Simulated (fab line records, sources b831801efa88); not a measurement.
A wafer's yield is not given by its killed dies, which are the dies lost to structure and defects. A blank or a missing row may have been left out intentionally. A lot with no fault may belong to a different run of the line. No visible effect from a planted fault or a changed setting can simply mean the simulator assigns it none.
Problem report in the 8D (eight disciplines) form, filled by code ; flow sky130 ; the parts of the form that need people (team, actions taken, sign-off) are left out

## 1. THE ISSUE
Across 9 wafers from 3 lots, LDD_N_TW at SKY_LDD_N_TW_MEAS_17 averages 2966, while fault-free wafers read 2577 with a standard deviation of 22. That is +18 standard deviations from the usual mean.
First observed at day 20 20:29: wafer L560.2, on film_metro-01. At this step, 42 wafers from 14 lots have a number in the record. Rule for "out", or "out of limits": more than 4 standard deviations from the usual mean. The rest of the wafers with a number are treated as sound.

## 2. WHAT IT IS AND WHAT IT IS NOT
question;is;is not
which readings at this step;LDD_N_TW;-
which lots;L560, L561, L562;L552, L553, L555, L566, L567, L569, L570, L571, L573, L574, L575
which wafers of those lots;all that have a number;-
read on which gauges;film_metro-01, film_metro-03;film_metro-04
when;from day 20 20:29;"up to then (9 sound wafers); but 24 sound wafers of L566, L567, L569, L570, L571, L573, L574, L575 came after"

## 3. SUSPECTS, AND WHAT RULES EACH OUT
Counting: a tool stays on the suspect list if, at a process step up to the reading, it processed all lots that are out and no sound lot following the first of them.
- the gauge at SKY_LDD_N_TW_MEAS_17 has been ruled out. Those wafers that are out were read across 2 gauges (film_metro-01, film_metro-03).
- implanter-01 at SKY_LDD_N_IMPLANT_08: ruled out as a lasting fault. Following L560 (day 20 19:12), the first lot on it that is out, the sound lots L566, L567, L570, L571, L573, L574, L575 were run on it.
Left after counting: nothing in the record.

## 4. THE CAUSE (what the simulator had put in)
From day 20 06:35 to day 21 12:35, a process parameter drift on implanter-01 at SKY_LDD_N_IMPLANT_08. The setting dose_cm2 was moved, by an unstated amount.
Counting ruled it out, wrongly: the rule takes a fault to strike every lot that its tool runs from its start on, and this one did not.

## 5. SEQUENCE OF EFFECTS, ordered by route
Rows list readings where the struck wafers' mean (over those with a number) sits beyond 3 standard deviations from the usual. Only readings for which the record gives a usual standard deviation are gone through. hours: the time from each lot's start at the first step in this table that gives one to its start at this step, as a median over the lots. sigmas: the change in usual standard deviations.
hours;step;reading;usual;on struck wafers;change;sigmas
0;SKY_LDD_N_IMPLANT_08;beam_on_s;9.98 s;58.49;+48.51;+99 or more
0;SKY_LDD_N_IMPLANT_08;dose_ions_cm2;7.499e+13;6.239e+14;+5.489e+14;+99 or more
0;SKY_LDD_N_IMPLANT_08;faraday_current_uA;423;601;+178;+21
1;SKY_LDD_N_STRIP_16;strip_time_to_endpoint_s;4.320 s;5.544;+1.224;+82
1;SKY_LDD_N_TW_MEAS_17;LDD_N_TW;2577;2966;+389;+18
Its process steps:
- SKY_LDD_N_IMPLANT_08
- SKY_LDD_N_STRIP_16: strips in O2/N2.

## 6. HOW IT WOULD HAVE BEEN CAUGHT EARLIER
The first out-of-limits reading at a measuring or inspecting step in this record came at day 20 20:29, 14 hours after the fault's start at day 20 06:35.
Tool's own readings at SKY_LDD_N_IMPLANT_08, beam_on_s, dose_ions_cm2, faraday_current_uA: out on all struck wafers the step has rows for; an alarm limit on them would have tripped on the first.
